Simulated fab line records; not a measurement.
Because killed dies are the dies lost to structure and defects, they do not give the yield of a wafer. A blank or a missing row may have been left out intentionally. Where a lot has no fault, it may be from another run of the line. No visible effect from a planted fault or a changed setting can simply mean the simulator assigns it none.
fab line records | flow sky130
[record] lots = 5 wafers = 15 last_day = 49
route steps=708 shown LDD_LDN@294
lots that met no fault: from a run of the same line without faults
start_h: hours from the record's opening day to when the first of the lot's shown wafers began | wait_h: hours elapsed since this lot's preceding step | " unchanged from the row above | L1.1+2: one row covering several wafers at once | - no value present, or no start provided | * or withheld: withheld | < > ~ a bound
route shown NAME@n: NAME is a module with steps in the file, n the number in the route of the first one | usual: mean/standard deviation of fault-free wafers | same: alike in all rows | chamber/n: place in a boat | sites: per-site readings | _std_site: the standard deviation of these | _edge_site: the outer-site mean with the inner-site mean subtracted | radius_mm: for every site, how far away it sits from the centre of the wafer | mask NAME#n: copy n | behind: the tool/chamber that last shaped the wafer | hold: cause of the lot's hold/its duration in hours/its outcome | device: the n, p or np transistor that did not switch | end of line: the route-end tests of the same wafers | where a step has no rows: the recipe by itself | killed: not the wafer's yield, but the dies lost to structure and defects at the first sort | map: the dies of a wafer, with x for killed, . for not killed, _ for no die there
set.NAME: the setting that was run; set.NAME@STEP: the one run at that earlier step | model.NAME: the simulator's own value behind a step, which no gauge read
lots seen at some steps along the route; tables by step, rows by wafer
services: from which hour (start_h, from the record's first day; less than 0 if before it) a tool's chamber was out of use, for how many hours, and why
[[steps]]
[step SKY_LDD_LDN_PEB_05]
[recipe] temp_c = withheld time_s = * resist = NOVOLAK
// columns lot.wafer tool chamber start_h wait_h
L074.1+2+5 litho_track-01 0 - -
L077.1+2+3 litho_track-01 0 - -
L080.3+5+6 litho_track-02 0 - -
L090.3+4+6 litho_track-02 0 - -
L092.3+4+6 litho_track-04 0 - -
[step SKY_LDD_LDN_DEVELOP_06]
[recipe] resist = NOVOLAK developer = TMAH develop_time_s = 60 dev_temp_c = 23
[usual] developer_temp_C = 23.01/0.11
// columns lot.wafer tool chamber start_h wait_h developer_temp_C
L074.1 litho_track-01 0 552.47 0.1 23.12
L074.2 " 0 " " 23.09
L074.5 " 0 " " 22.92
L077.1 litho_track-01 0 553.42 0.1 23.15
L077.2 " 0 " " 22.93
L077.3 " 0 " " 22.90
L080.3 litho_track-02 0 604.91 0.1 23.05
L080.5 " 0 " " 23.11
L080.6 " 0 " " 23.05
L090.3 litho_track-02 0 665.41 0.1 22.96
L090.4 " 0 " " 22.99
L090.6 " 0 " " 22.97
L092.3 litho_track-04 0 676.05 0.1 22.84
L092.4 " 0 " " 22.84
L092.6 " 0 " " 22.72
[step SKY_LDD_LDN_OVL_MEAS_07]
[usual] LDD_LDN_OVL = 0.7/1.3
// columns lot.wafer tool chamber start_h wait_h LDD_LDN_OVL[nm]
L074.1 overlay-02 - 552.62 0.1 1.1
L074.2 " - " " 1.6
L074.5 " - " " 2.3
L077.1 overlay-02 - 553.57 0.1 -1.2
L077.2 " - " " -1.1
L077.3 " - " " -0.9
L080.3 overlay-02 - 605.02 0.1 1.6
L080.5 " - " " 1.9
L080.6 " - " " 1.1
L090.3 overlay-02 - 665.52 0.1 0.1
L090.4 " - " " 0.8
L090.6 " - " " -0.3
L092.3 overlay-01 - 676.17 0.1 1.6
L092.4 " - " " 1.7
L092.6 " - " " 2.3
[step SKY_LDD_LDN_IMPLANT_08]
[recipe] species = As energy_kev = 15 dose_cm2 = 1.25e+13 tilt_deg = withheld rotation_deg = 23
[usual] beam_energy_keV = 15.000/0.0046 rotation_deg = 23.003/0.021
// columns lot.wafer tool chamber start_h wait_h beam_energy_keV rotation_deg
L074.1 implanter-02 0 552.70 0.1 15.010 22.978
L074.2 " 0 " " 15.000 23.011
L074.5 " 0 " " 14.998 22.987
L077.1 implanter-03 0 553.91 0.3 15.006 23.014
L077.2 " 0 " " 15.002 23.025
L077.3 " 0 " " 15.000 23.023
L080.3 implanter-03 0 605.10 0.1 15.002 22.996
L080.5 " 0 " " 15.004 23.002
L080.6 " 0 " " 14.998 23.027
L090.3 implanter-01 0 665.60 0.1 15.005 22.993
L090.4 " 0 " " 15.007 23.033
L090.6 " 0 " " 15.000 23.004
L092.3 implanter-01 0 676.24 0.1 14.999 22.960
L092.4 " 0 " " 14.993 22.980
L092.6 " 0 " " 14.993 22.965
[step SKY_LDD_LDN_IMPLANT_09]
[recipe] species = As energy_kev = 14.81 dose_cm2 = 1.25e+13 tilt_deg = withheld rotation_deg = 113
[usual] beam_energy_keV = 14.809/0.0044 rotation_deg = 113.00/0.028
// columns lot.wafer tool chamber start_h wait_h beam_energy_keV rotation_deg
L074.1 implanter-02 0 552.85 0.1 14.809 113.00
L074.2 " 0 " " 14.814 113.06
L074.5 " 0 " " 14.805 112.98
L077.1 implanter-03 0 554.06 0.1 14.810 113.03
L077.2 " 0 " " 14.817 113.02
L077.3 " 0 " " 14.809 113.03
L080.3 implanter-03 0 605.25 0.1 14.804 113.02
L080.5 " 0 " " 14.804 112.96
L080.6 " 0 " " 14.802 112.99
L090.3 implanter-01 0 665.75 0.1 14.820 112.99
L090.4 " 0 " " 14.815 113.02
L090.6 " 0 " " 14.811 112.94
L092.3 implanter-01 0 676.39 0.1 14.806 113.00
L092.4 " 0 " " 14.813 112.99
L092.6 " 0 " " 14.809 113.06
[step SKY_LDD_LDN_IMPLANT_10]
[recipe] species = As energy_kev = 15 dose_cm2 = 1.25e+13 tilt_deg = withheld rotation_deg = 203
[usual] beam_energy_keV = 15.000/0.0045 rotation_deg = 203.00/0.039
// columns lot.wafer tool chamber start_h wait_h beam_energy_keV rotation_deg
L074.1 implanter-02 0 553.00 0.1 15.001 203.02
L074.2 " 0 " " 14.999 202.98
L074.5 " 0 " " 15.003 203.04
L077.1 implanter-03 0 554.21 0.1 15.005 202.95
L077.2 " 0 " " 15.006 203.05
L077.3 " 0 " " 15.006 203.03
L080.3 implanter-03 0 605.40 0.1 15.006 203.01
L080.5 " 0 " " 15.000 203.00
L080.6 " 0 " " 15.001 203.02
L090.3 implanter-01 0 665.90 0.1 14.996 203.08
L090.4 " 0 " " 15.000 203.02
L090.6 " 0 " " 14.999 203.06
L092.3 implanter-01 0 676.54 0.1 15.000 203.03
L092.4 " 0 " " 15.003 202.99
L092.6 " 0 " " 15.009 203.01
[step SKY_LDD_LDN_IMPLANT_11]
[recipe] species = As energy_kev = 15 dose_cm2 = 1.25e+13 tilt_deg = withheld rotation_deg = 293
[usual] beam_energy_keV = 15.000/0.0046 rotation_deg = 293.00/0.061
// columns lot.wafer tool chamber start_h wait_h beam_energy_keV rotation_deg
L074.1 implanter-02 0 553.15 0.1 14.999 293.00
L074.2 " 0 " " 14.995 292.97
L074.5 " 0 " " 14.995 293.00
L077.1 implanter-03 0 554.36 0.1 14.993 292.94
L077.2 " 0 " " 14.994 292.86
L077.3 " 0 " " 14.990 293.09
L080.3 implanter-03 0 605.55 0.1 15.002 292.87
L080.5 " 0 " " 15.000 293.02
L080.6 " 0 " " 15.000 293.02
L090.3 implanter-01 0 666.05 0.1 15.002 292.96
L090.4 " 0 " " 15.005 292.95
L090.6 " 0 " " 14.993 293.06
L092.3 implanter-01 0 676.69 0.1 14.992 293.05
L092.4 " 0 " " 14.999 292.99
L092.6 " 0 " " 15.003 292.84
[[services]]
// columns tool chamber start_h hours kind
implanter-01 - 550.23 7.0 pm
implanter-02 - 562.60 0.7 repair
implanter-03 - 574.94 3.9 pm
implanter-03 - 626.17 2.4 repair
implanter-02 - 647.66 1.4 repair
[[key]]
fault none
